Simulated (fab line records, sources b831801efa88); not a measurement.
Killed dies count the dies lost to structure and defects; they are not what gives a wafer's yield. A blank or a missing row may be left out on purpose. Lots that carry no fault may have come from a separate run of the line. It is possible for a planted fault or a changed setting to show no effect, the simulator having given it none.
fab line records	flow sky130
[record] lots = 13	wafers = 39	lastDay = 50
route steps=708 shown LDD_P@263 LDD_HVN@274 LI_CONTACT@362 LOCAL_INTERCONNECT@399 PAD_OPEN@708
lots that met no fault: from a run of the same line without faults
startH: start of the lot's first displayed wafer, in hours after the record's first day	waitH: hours elapsed since this lot's preceding step	" same as the row above	L1.1+2: a single row standing in for several wafers	- no value, or no start was given	* or withheld: withheld	< > ~ a bound
route shown NAME@n: a module of which the file shows steps, and the number in the route of the first	usual: mean/standard deviation of fault-free wafers	same: alike in all rows	chamber/n: place in a boat	sites: the reading at each site	_std_site: how widely they spread, as a standard deviation	_edge_site: the outer-site mean with the inner-site mean subtracted	radiusMm: for every site, how far away it sits from the centre of the wafer	mask NAME#n: copy n	behind: the tool/chamber that last shaped the wafer	hold: why the lot went on hold/how many hours it stayed there/how the hold came to an end	device: the transistor (n, p or np) that didn't switch	end of line: the route-end tests of the same wafers	a step with no rows: only its recipe	killed: dies lost to structure and defects at the first sort, not the wafer's yield	map: per-die view of a wafer (x killed, . not killed, _ where there is no die)
set.NAME: the run value of the setting; set.NAME@STEP: its run value at that earlier step	model.NAME: the simulator's own value behind a step, which no gauge read
a sample of lots followed through the steps of the route, with each step as a table and each wafer as a row
services: when a tool's chamber went out of use (startH, in hours from the record's first day, below 0 if earlier), for how many hours, and the reason
[[steps]]
[step SKY_LDD_P_OVL_MEAS_08]
[usual] LDD_P_OVL = 1.1/1.2
lot.wafer	tool	chamber	startH	waitH	LDD_P_OVL[nm]
L903.1	overlay-01	-	433.35	0.1	-1.3
L903.5	"	-	"	"	0.7
L903.6	"	-	"	"	0.3
L904.2	overlay-02	-	433.65	0.1	0.1
L904.3	"	-	"	"	0.4
L904.5	"	-	"	"	0.3
L908.2	overlay-01	-	472.62	0.1	-0.2
L908.3	"	-	"	"	-1.8
L908.6	"	-	"	"	-1.5
L909.1	overlay-02	-	479.46	0.1	2.0
L909.5	"	-	"	"	2.9
L909.6	"	-	"	"	3.7
L911.1	overlay-01	-	504.91	0.1	1.4
L911.5	"	-	"	"	0.4
L911.6	"	-	"	"	-0.2
L913.4	overlay-02	-	521.88	0.1	-0.4
L913.5	"	-	"	"	1.3
L913.6	"	-	"	"	-1.8
L917.2	overlay-02	-	574.10	0.1	1.0
L917.5	"	-	"	"	1.1
L917.6	"	-	"	"	1.6
L916.3	overlay-02	-	574.41	0.1	2.4
L916.5	"	-	"	"	1.0
L916.6	"	-	"	"	1.8
L918.1	overlay-02	-	581.31	0.1	2.9
L918.3	"	-	"	"	4.4
L918.5	"	-	"	"	2.8
L920.1	overlay-01	-	596.00	0.1	1.6
L920.3	"	-	"	"	1.7
L920.6	"	-	"	"	1.0
L921.1	overlay-02	-	596.91	0.1	2.0
L921.2	"	-	"	"	1.2
L921.6	"	-	"	"	2.0
L922.1	overlay-02	-	605.76	0.1	1.8
L922.2	"	-	"	"	1.0
L922.3	"	-	"	"	0.2
L926.3	overlay-01	-	630.77	0.1	0.4
L926.5	"	-	"	"	0.5
L926.6	"	-	"	"	1.7
[step SKY_LDD_HVN_OVL_MEAS_07]
[usual] LDD_HVN_OVL = -1.4/1.4
lot.wafer	tool	chamber	startH	waitH	LDD_HVN_OVL[nm]
L903.1	overlay-02	-	464.69	0.1	-3.3
L903.5	"	-	"	"	-2.9
L903.6	"	-	"	"	-2.0
L904.2	overlay-01	-	465.00	0.1	-0.7
L904.3	"	-	"	"	-1.4
L904.5	"	-	"	"	-1.7
L908.2	overlay-01	-	502.95	0.1	-2.5
L908.3	"	-	"	"	-0.9
L908.6	"	-	"	"	-2.3
L909.1	overlay-02	-	510.59	0.1	-0.6
L909.5	"	-	"	"	-0.1
L909.6	"	-	"	"	-1.0
L911.1	overlay-01	-	534.98	0.1	-2.5
L911.5	"	-	"	"	-3.7
L911.6	"	-	"	"	-2.2
L913.4	overlay-02	-	552.36	0.1	-1.0
L913.5	"	-	"	"	-1.5
L913.6	"	-	"	"	-1.7
L917.2	overlay-01	-	603.83	0.1	-0.8
L917.5	"	-	"	"	-3.3
L917.6	"	-	"	"	-2.6
L916.3	overlay-02	-	604.00	0.1	-1.8
L916.5	"	-	"	"	-2.5
L916.6	"	-	"	"	-2.1
L918.1	overlay-01	-	610.09	0.1	-4.1
L918.3	"	-	"	"	-2.5
L918.5	"	-	"	"	-1.3
L920.1	overlay-01	-	624.79	0.1	-1.5
L920.3	"	-	"	"	-2.8
L920.6	"	-	"	"	-2.4
L921.1	overlay-01	-	625.99	0.1	-2.6
L921.2	"	-	"	"	-3.4
L921.6	"	-	"	"	-2.3
L922.1	overlay-02	-	635.23	0.1	2.0
L922.2	"	-	"	"	0.1
L922.3	"	-	"	"	0.6
L926.3	overlay-02	-	659.54	0.1	0.3
L926.5	"	-	"	"	-0.3
L926.6	"	-	"	"	1.5
[step SKY_LI_CONTACT_HDPCVD_00]
[recipe] material = PSG	targetThkNm = 930	sigmaOpenFrac = 0.3	timeS = 155	tempC = 600	sih4FlowSccm = 60	pressureMtorr = 6
[usual] pressureMtorr = 6.000/0.011	runLengthS = 182.7/0.48
lot.wafer	tool	chamber	startH	waitH	pressureMtorr	runLengthS
L903.1	hdpcvd-01	1	650.25	0.0	6.006	182.3
L903.5	"	2	"	"	5.989	182.9
L903.6	"	1	"	"	6.003	182.2
L904.2	hdpcvd-02	1	651.86	0.0	5.988	182.3
L904.3	"	0	"	"	5.986	183.3
L904.5	"	1	"	"	5.985	183.1
L908.2	hdpcvd-01	2	682.57	0.0	-	-
L908.3	"	0	"	"	-	-
L908.6	"	2	"	"	-	-
L909.1	hdpcvd-01	0	692.41	0.0	-	-
L909.5	"	0	"	"	-	-
L909.6	"	1	"	"	-	-
L911.1	hdpcvd-01	1	713.56	0.0	6.011	182.6
L911.5	"	1	"	"	6.003	182.0
L911.6	"	0	"	"	6.021	182.4
L913.4	hdpcvd-01	0	729.61	0.1	6.005	182.0
L913.5	"	2	"	"	6.001	182.7
L913.6	"	1	"	"	6.004	182.0
L917.2	hdpcvd-01	2	780.46	0.0	5.998	182.6
L917.5	"	1	"	"	5.994	182.6
L917.6	"	2	"	"	5.999	183.1
L916.3	hdpcvd-02	2	780.75	0.0	6.000	182.7
L916.5	"	2	"	"	5.995	182.7
L916.6	"	0	"	"	6.004	183.3
L918.1	hdpcvd-01	1	782.61	0.0	6.003	182.2
L918.3	"	2	"	"	5.998	182.4
L918.5	"	0	"	"	6.006	182.4
L920.1	hdpcvd-02	0	796.21	0.0	6.021	183.4
L920.3	"	1	"	"	5.984	182.1
L920.6	"	0	"	"	6.000	184.1
L921.1	hdpcvd-01	1	797.85	0.0	5.996	182.5
L921.2	"	2	"	"	5.999	182.8
L921.6	"	1	"	"	6.008	182.1
L922.1	hdpcvd-02	1	805.46	0.0	5.992	182.3
L922.2	"	0	"	"	5.990	183.2
L922.3	"	2	"	"	5.987	182.8
L926.3	hdpcvd-02	0	828.21	0.0	6.004	183.2
L926.5	"	0	"	"	6.000	183.4
L926.6	"	1	"	"	6.021	182.4
[step SKY_LI_CONTACT_BOW_MEAS_03]
[recipe] mode = bow
[usual] LI_CONTACT_BOW = 55/7.3
lot.wafer	tool	chamber	startH	waitH	LI_CONTACT_BOW[um]
L903.1	filmMetro-02	-	650.72	0.1	60
L903.5	"	-	"	"	42
L903.6	"	-	"	"	47
L904.2	filmMetro-04	-	652.34	0.3	51
L904.3	"	-	"	"	53
L904.5	"	-	"	"	45
L908.2	filmMetro-04	-	683.05	0.3	34
L908.3	"	-	"	"	34
L908.6	"	-	"	"	24
L909.1	filmMetro-01	-	692.87	0.2	27
L909.5	"	-	"	"	28
L909.6	"	-	"	"	26
L911.1	filmMetro-01	-	714.02	0.2	57
L911.5	"	-	"	"	63
L911.6	"	-	"	"	43
L913.4	filmMetro-02	-	730.08	0.3	61
L913.5	"	-	"	"	49
L913.6	"	-	"	"	61
L917.2	filmMetro-02	-	780.94	0.2	72
L917.5	"	-	"	"	58
L917.6	"	-	"	"	51
L916.3	filmMetro-01	-	781.26	0.3	64
L916.5	"	-	"	"	52
L916.6	"	-	"	"	52
L918.1	filmMetro-02	-	783.07	0.2	52
L918.3	"	-	"	"	51
L918.5	"	-	"	"	55
L920.1	filmMetro-02	-	796.67	0.1	52
L920.3	"	-	"	"	67
L920.6	"	-	"	"	56
L921.1	filmMetro-01	-	798.31	0.1	55
L921.2	"	-	"	"	69
L921.6	"	-	"	"	71
L922.1	filmMetro-02	-	805.92	0.1	47
L922.2	"	-	"	"	50
L922.3	"	-	"	"	53
L926.3	filmMetro-02	-	828.71	0.2	58
L926.5	"	-	"	"	57
L926.6	"	-	"	"	58
[step SKY_LOCAL_INTERCONNECT_OVL_MEAS_12]
[usual] LOCAL_INTERCONNECT_OVL = 2/5.2
lot.wafer	tool	chamber	startH	waitH	LOCAL_INTERCONNECT_OVL[nm]
L903.1	overlay-01	-	708.27	0.1	-3
L903.5	"	-	"	"	-5
L903.6	"	-	"	"	-2
L904.2	overlay-01	-	708.85	0.1	-5
L904.3	"	-	"	"	-2
L904.5	"	-	"	"	-4
L911.1	overlay-01	-	771.52	0.1	10
L911.5	"	-	"	"	6
L911.6	"	-	"	"	6
L913.4	overlay-01	-	786.71	0.1	1
L913.5	"	-	"	"	5
L913.6	"	-	"	"	1
L917.2	overlay-01	-	834.87	0.1	4
L917.5	"	-	"	"	-1
L917.6	"	-	"	"	2
L916.3	overlay-01	-	836.16	0.1	-4
L916.5	"	-	"	"	-8
L916.6	"	-	"	"	1
L918.1	overlay-02	-	838.32	0.1	12
L918.3	"	-	"	"	10
L918.5	"	-	"	"	6
L920.1	overlay-01	-	850.65	0.1	-5
L920.3	"	-	"	"	3
L920.6	"	-	"	"	-4
L921.1	overlay-02	-	852.11	0.1	-2
L921.2	"	-	"	"	8
L921.6	"	-	"	"	10
L922.1	overlay-02	-	859.63	0.1	7
L922.2	"	-	"	"	1
L922.3	"	-	"	"	7
L926.3	overlay-02	-	882.37	0.1	1
L926.5	"	-	"	"	-1
L926.6	"	-	"	"	-1
[step SKY_PAD_OPEN_PROBE_99]
[usual] killed_at_M0_to_M3 = 42/6.7	killed_at_M4_up = 3.4/2	killedAtContacts = 24/5.1	killedAtFrontEnd = 14/4.2	killedAtOther = 0.2/0.49	killedDies = 84/8.4	killedOnRim = 17/3.6	killedOpen = 46/7	killedShort = 39/5.8
[same] grossDies = 492	killedAtBackSide = 0
lot.wafer	tool	chamber	startH	waitH	killed_at_M0_to_M3	killed_at_M4_up	killedAtContacts	killedAtFrontEnd	killedAtOther	killedDies	killedOnRim	killedOpen	killedShort
L908.2	prober-02	-	1105.66	0.1	7	1	481	3	0	492	96	8	10
L908.3	prober-02	-	1105.71	0.2	11	0	479	2	0	492	96	11	7
L908.6	prober-02	-	1105.86	0.2	5	0	485	2	0	492	96	6	7
L909.1	prober-01	-	1109.91	0.1	8	1	480	3	0	492	96	10	5
L909.5	prober-01	-	1110.11	0.2	11	0	478	2	1	492	96	9	12
L909.6	prober-01	-	1110.16	0.2	9	1	479	3	0	492	96	12	11
L917.2	prober-02	-	1170.46	0.1	33	5	20	22	0	80	21	47	33
L917.5	prober-02	-	1170.61	0.2	40	7	19	14	0	80	16	46	34
L917.6	prober-02	-	1170.66	0.2	43	1	27	13	0	84	15	44	40
L916.3	prober-01	-	1172.97	0.2	33	0	22	23	0	78	18	41	37
L916.5	prober-01	-	1173.07	0.2	46	1	23	14	0	84	11	51	33
L916.6	prober-01	-	1173.12	0.2	48	4	18	18	0	88	25	46	42
L918.1	prober-02	-	1175.57	0.1	36	4	24	13	1	78	21	37	41
L918.3	prober-02	-	1175.67	0.2	42	6	34	7	0	89	16	53	36
L918.5	prober-02	-	1175.77	0.2	32	3	31	16	1	83	21	42	41
L921.1	prober-01	-	1183.76	0.1	50	1	22	16	0	89	17	39	50
L921.2	prober-01	-	1183.81	0.1	54	6	30	9	0	99	18	57	42
L921.6	prober-01	-	1184.01	0.2	34	4	25	10	0	73	19	36	37
L922.1	prober-02	-	1187.25	0.1	43	6	17	9	0	75	13	44	31
L922.2	prober-02	-	1187.30	0.1	44	3	19	21	0	87	10	49	38
L922.3	prober-02	-	1187.35	0.2	41	1	28	11	0	81	20	36	45
// killed by level:class
L908.2 LI_CONTACT:lostPattern=474 LI_CONTACT:geometricParticle:open=3 POLY_GATE:geometricParticle:short=2 CONTACT:geometricParticle:open=2 METAL1:geometricParticle:short=2 VIA2:geometricParticle:open=2 VIA3:geometricParticle:short=2 POLY_GATE:geometricParticle:open=1
L908.3 LI_CONTACT:lostPattern=470 VIA1:geometricParticle:open=4 LI_CONTACT:areaHdpcvd=4 CONTACT:geometricParticle:short=2 METAL1:geometricParticle:open=2 VIA2:geometricParticle:open=2 VIA3:geometricParticle:open=2 FIELD_ISO:geometricParticle:short=1
L908.6 LI_CONTACT:lostPattern=478 LI_CONTACT:geometricParticle:open=2 LOCAL_INTERCONNECT:geometricParticle:short=2 POLY_GATE:geometricParticle:open=1 POLY_GATE:geometricParticle:short=1 LI_CONTACT:geometricParticle:short=1 CONTACT:geometricParticle:open=1 METAL1:geometricParticle:short=1
L909.1 LI_CONTACT:lostPattern=477 FIELD_ISO:geometricParticle:open=3 VIA1:geometricParticle:open=3 VIA2:geometricParticle:open=2 CONTACT:geometricParticle:short=2 VIA3:geometricParticle:open=2 METAL3:geometricParticle:short=1 LOCAL_INTERCONNECT:geometricParticle:short=1
L909.5 LI_CONTACT:lostPattern=468 METAL1:geometricParticle:short=4 VIA1:geometricParticle:open=3 LI_CONTACT:areaHdpcvd=3 CONTACT:geometricParticle:short=2 LI_CONTACT:geometricParticle:open=2 LOCAL_INTERCONNECT:geometricParticle:short=2 VIA3:geometricParticle:open=2
L909.6 LI_CONTACT:lostPattern=466 VIA1:geometricParticle:open=4 FIELD_ISO:geometricParticle:open=3 LOCAL_INTERCONNECT:geometricParticle:short=3 CONTACT:geometricParticle:open=3 CONTACT:geometricParticle:short=3 LI_CONTACT:areaHdpcvd=3 METAL1:geometricParticle:short=2
L917.2 FIELD_ISO:geometricParticle:open=9 LI_CONTACT:geometricParticle:open=8 VIA1:geometricParticle:open=8 CONTACT:geometricParticle:open=6 VIA2:geometricParticle:open=6 FIELD_ISO:geometricParticle:short=5 POLY_GATE:geometricParticle:short=5 CONTACT:geometricParticle:short=3
L917.5 VIA1:geometricParticle:open=14 METAL1:geometricParticle:short=10 CONTACT:geometricParticle:open=7 VIA2:geometricParticle:open=6 METAL4:geometricParticle:short=5 FIELD_ISO:geometricParticle:short=4 POLY_GATE:geometricParticle:open=4 LI_CONTACT:geometricParticle:open=4
L917.6 VIA1:geometricParticle:open=11 METAL2:geometricParticle:short=8 VIA2:geometricParticle:open=8 CONTACT:geometricParticle:open=7 FIELD_ISO:geometricParticle:short=6 LI_CONTACT:geometricParticle:short=5 CONTACT:geometricParticle:short=5 METAL1:geometricParticle:short=5
L916.3 POLY_GATE:geometricParticle:short=7 CONTACT:geometricParticle:open=7 VIA1:geometricParticle:open=7 METAL2:geometricParticle:short=6 POLY_GATE:geometricParticle:open=5 VIA2:geometricParticle:open=5 LI_CONTACT:geometricParticle:open=5 LOCAL_INTERCONNECT:geometricParticle:short=5
L916.5 VIA1:geometricParticle:open=13 CONTACT:geometricParticle:open=9 VIA3:geometricParticle:open=8 VIA2:geometricParticle:open=7 LI_CONTACT:geometricParticle:open=6 CONTACT:geometricParticle:short=6 VIA2:geometricParticle:short=5 POLY_GATE:geometricParticle:open=4
L916.6 VIA1:geometricParticle:open=14 FIELD_ISO:geometricParticle:short=6 CONTACT:geometricParticle:short=6 VIA1:geometricParticle:short=6 VIA2:geometricParticle:open=6 VIA3:geometricParticle:open=6 METAL3:geometricParticle:short=5 FIELD_ISO:geometricParticle:open=4
L918.1 CONTACT:geometricParticle:open=8 VIA3:geometricParticle:open=7 METAL1:geometricParticle:short=6 LOCAL_INTERCONNECT:geometricParticle:short=5 CONTACT:geometricParticle:short=5 POLY_GATE:geometricParticle:open=4 VIA1:geometricParticle:short=4 VIA1:geometricParticle:open=4
L918.3 CONTACT:geometricParticle:open=11 LI_CONTACT:geometricParticle:open=10 VIA1:geometricParticle:open=9 VIA2:geometricParticle:open=7 LOCAL_INTERCONNECT:geometricParticle:short=6 CONTACT:geometricParticle:short=6 VIA3:geometricParticle:short=6 VIA3:geometricParticle:open=5
L918.5 LI_CONTACT:geometricParticle:open=10 CONTACT:geometricParticle:open=10 CONTACT:geometricParticle:short=8 VIA2:geometricParticle:open=7 VIA1:geometricParticle:open=6 FIELD_ISO:geometricParticle:short=5 POLY_GATE:geometricParticle:short=5 METAL1:geometricParticle:short=5
L921.1 METAL1:geometricParticle:short=9 METAL2:geometricParticle:short=9 LI_CONTACT:geometricParticle:open=8 FIELD_ISO:geometricParticle:short=7 VIA1:geometricParticle:short=7 LI_CONTACT:geometricParticle:short=6 VIA1:geometricParticle:open=6 METAL3:geometricParticle:short=5
L921.2 CONTACT:geometricParticle:open=12 VIA3:geometricParticle:open=11 VIA1:geometricParticle:open=9 VIA1:geometricParticle:short=9 LI_CONTACT:geometricParticle:open=8 METAL1:geometricParticle:short=7 VIA2:geometricParticle:open=7 LI_CONTACT:geometricParticle:short=5
L921.6 LI_CONTACT:geometricParticle:short=7 LI_CONTACT:geometricParticle:open=7 VIA1:geometricParticle:open=7 LOCAL_INTERCONNECT:geometricParticle:short=6 METAL1:geometricParticle:short=4 CONTACT:geometricParticle:open=4 METAL2:geometricParticle:short=4 VIA2:geometricParticle:open=4
L922.1 VIA1:geometricParticle:open=9 VIA2:geometricParticle:open=9 CONTACT:geometricParticle:open=7 FIELD_ISO:geometricParticle:short=4 LI_CONTACT:geometricParticle:open=4 VIA1:geometricParticle:short=4 METAL1:geometricParticle:short=4 METAL1:geometricParticle:open=4
L922.2 VIA2:geometricParticle:open=10 CONTACT:geometricParticle:open=8 VIA1:geometricParticle:open=7 POLY_GATE:geometricParticle:open=6 VIA1:geometricParticle:short=6 VIA3:geometricParticle:short=5 FIELD_ISO:geometricParticle:open=4 METAL2:geometricParticle:short=4
L922.3 LI_CONTACT:geometricParticle:open=10 CONTACT:geometricParticle:open=6 CONTACT:geometricParticle:short=6 METAL3:geometricParticle:short=6 LI_CONTACT:geometricParticle:short=5 VIA1:geometricParticle:open=5 VIA2:geometricParticle:open=5 VIA3:geometricParticle:open=5
[[services]]
tool	chamber	startH	hours	kind
hdpcvd-01	1	630.38	6.8	repair
hdpcvd-01	-	650.75	15.0	pm
hdpcvd-01	0	650.75	15.0	ventCycle
hdpcvd-01	1	650.75	15.0	ventCycle
hdpcvd-01	2	650.75	15.0	ventCycle
hdpcvd-01	0	665.75	-	clean
hdpcvd-01	1	665.75	-	clean
hdpcvd-01	2	665.75	-	clean
hdpcvd-01	-	756.91	1.7	repair
hdpcvd-02	-	824.96	1.1	repair
[[key]]
[firstSign] step = SKY_LI_CONTACT_HDPCVD_00	reading = toolRecord	direction = missing
[effect] step = SKY_LI_CONTACT_BOW_MEAS_03	reading = LI_CONTACT_BOW	direction = down	sigmas = 3.6	usual = 55	struck = 29
[effect] step = SKY_PAD_OPEN_PROBE_99	reading = killedAtContacts	direction = up	sigmas = 90	usual = 24	struck = 480
metAt SKY_LI_CONTACT_HDPCVD_00
struckLots L908,L909
laterRowsLeftOut L908.2,L908.3,L908.6,L909.1,L909.5,L909.6
testerLeftOut L908,L909
notActingAt SKY_LDD_P_OVL_MEAS_08,SKY_LDD_HVN_OVL_MEAS_07,SKY_LOCAL_INTERCONNECT_OVL_MEAS_12
onsetBetween 650.25 682.57
[fault] kind = skippedStepWhole	tool = hdpcvd-01	chamber = -	onsetH = 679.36	steps = SKY_LI_CONTACT_HDPCVD_00	scope = struckLotsOnly
// testerLeftOut: of these lots the tester's yield and bins aren't shown, on N5 and GAA mostly nor the transistor test; their killed dies are dies lost to structure and defects alone, not to doping, threshold or leakage, so they don't give the yield
// laterRowsLeftOut: the simulator's readings of these wafers behind a module that went badly wrong aren't trusted and aren't shown, but for the sort
